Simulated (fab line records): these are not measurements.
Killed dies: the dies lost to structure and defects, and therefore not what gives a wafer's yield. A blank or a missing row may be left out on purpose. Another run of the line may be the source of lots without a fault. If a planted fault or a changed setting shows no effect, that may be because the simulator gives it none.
Comparing a struck lot with a sound one || flow sky130 || 18 steps out of a route of 708
Sound: wafers L245.3, L245.5, L245.6. Wafers struck: L255.4, L255.5, L255.6. The cause is named last.
Per side, at each step with rows, come the tool, then ch with its chambers, and then its first start. Under that, the readings that differ: sound wafers || struck wafers || difference of the means || sigmas: that difference in standard deviations of wafers without a fault.
alike: a reading whose means differ by less than 2 such deviations, as well as words and numbers matching on both sides. not compared: withheld readings; readings where some wafer has no value; bounds like >300 that might hide an equal value; numbers whose values overlap and for which the record gives no deviation.
Wherever a step has rows on one side only, a row that says differs or no value, or a row with sigmas, the two part there. Numbers that don't overlap but have no deviation are shown without sigmas and don't part them. Lack of a reading on every wafer of one side parts them only where that side has two or more wafers.

first, 1 step without rows for these wafers: SKY_FIELD_ISO_DEVELOP_12 (develop time 60 s).
SKY_FIELD_ISO_CD_MEAS_13 targets a cd of 150 nm.
  sound on cdSem-01, day 4 15:34; struck on cdSem-01, day 6 13:17
  alike: cdNm
SKY_FIELD_ISO_ETCH_14: etches BARC in N2/H2, stops on SiO2, time 45.9 s, target depth 60 nm.
  sound on rieDiel-04 ch 1,2, day 4 15:39; struck on rieDiel-04 ch 0,1, day 6 13:21
  alike: drypumpMotorCurrentA, oesProductAu, throttleValvePct
  not compared: rfHoursCounterH
SKY_FIELD_ISO_ETCH_15: etches the open film in CHF3/O2, stops on Si, target depth 180 nm, time 72 s.
  sound on rieDiel-04 ch 1,2, day 4 15:41; struck on rieDiel-04 ch 0,1, day 6 13:23
  alike: chf3FlowSccm, drypumpMotorCurrentA, oesProductAu, throttleValvePct
  not compared: rfHoursCounterH
SKY_FIELD_ISO_STRIP_16: strips in O2/N2.
  sound on plasmaAsher-03 ch 0,1, day 4 15:47; struck on plasmaAsher-04 ch 0,1, day 6 13:29
  alike: drypumpMotorCurrentA, o2FlowSccm, oesProductAu, stripTimeToEndpointS
  not compared: rfHoursCounterH
SKY_FIELD_ISO_ETCH_17: etches Si in HBr/Cl2/O2, target depth 342 nm, time 97.7 s.
  sound on rieSi-02 ch 0,2,3, day 4 15:51; struck on rieSi-02 ch 1,2, day 6 13:32
  alike: HBr_flow_sccm, drypumpMotorCurrentA, mfcCl2Sccm, oesProductAu, throttleValvePct
  not compared: rfHoursCounterH
then, 5 steps without rows for these wafers: SKY_FIELD_ISO_WET_ETCH_18 (etches Si3N4 in H3PO4, target depth 25 nm, time 286 s); SKY_FIELD_ISO_CLEAN_19 (cleans in SC1/SC2, time 150 s); SKY_FIELD_ISO_CLEAN_20 (cleans in dHF, time 20 s); SKY_FIELD_ISO_WET_ETCH_21 (etches SiO2 in dHF, target depth 20 nm, time 400 s); SKY_FIELD_ISO_OXIDATION_22 (stabilise 600 s, purge 300 s, target thk 10 nm).
SKY_FIELD_ISO_THK_MEAS_23:
  sound on filmMetro-02, day 4 18:13; struck on filmMetro-01, day 6 15:06
  alike: FIELD_ISO_OXIDATION_01_THK
SKY_FIELD_ISO_CVD_24: deposits SiO2, target thk 595 nm, time 99.2 s.
  sound on hdpcvd-02 ch 1,2, day 4 18:15; struck on hdpcvd-01 ch 0,1,2, day 6 15:14
{"reading": "model.SiO2_of_FIELD_ISO_CVD_24.thkNm (nm)", "sound": "605.8 607.2 594.2", "struck": "870.4 876.6 875.2", "difference": "+271.7", "sigmas": ""}
SKY_FIELD_ISO_THK_MEAS_25:
  sound on filmMetro-01, day 4 18:20; struck on filmMetro-01, day 6 15:18
{"reading": "FIELD_ISO_CVD_24_THK (nm)", "sound": "606 607 594", "struck": "871 877 875", "difference": "+272", "sigmas": "+43"}
then, 1 step without rows for these wafers: SKY_FIELD_ISO_ANNEAL_26 (time 1800 s).
SKY_FIELD_ISO_CMP_27: polishes, stops on Si3N4, t overpolish 16 s, target thk 457.8 nm.
  sound on cmp-02 ch 0,1,2, day 4 20:19; struck on cmp-01 ch 2,3, day 6 18:01
{"reading": "timeToEndpointS (s)", "sound": "113 110 103", "struck": "164 164 159", "difference": "+54", "sigmas": "+11"}
  alike: edgeZonePressureFrac, motorCurrentA, retainingRingPressureFrac
then, 1 step without rows for these wafers: SKY_FIELD_ISO_WET_ETCH_28 (etches SiO2 in dHF, target depth 23.7 nm, time 47 s).
-- record jumps: 44 days separate the struck wafers' starts on either side; left off in module FIELD_ISO, taken up again in module PAD_OPEN, whose first shown step is the route's number 708 --
SKY_PAD_OPEN_PROBE_99:
  record: rows for the struck wafers here (prober-01, day 50 07:51), none for the sound ones

## WHERE THEY PART
Earliest at SKY_FIELD_ISO_THK_MEAS_25; latest, in this record, at SKY_PAD_OPEN_PROBE_99.

WHY: what had been put in by the simulator
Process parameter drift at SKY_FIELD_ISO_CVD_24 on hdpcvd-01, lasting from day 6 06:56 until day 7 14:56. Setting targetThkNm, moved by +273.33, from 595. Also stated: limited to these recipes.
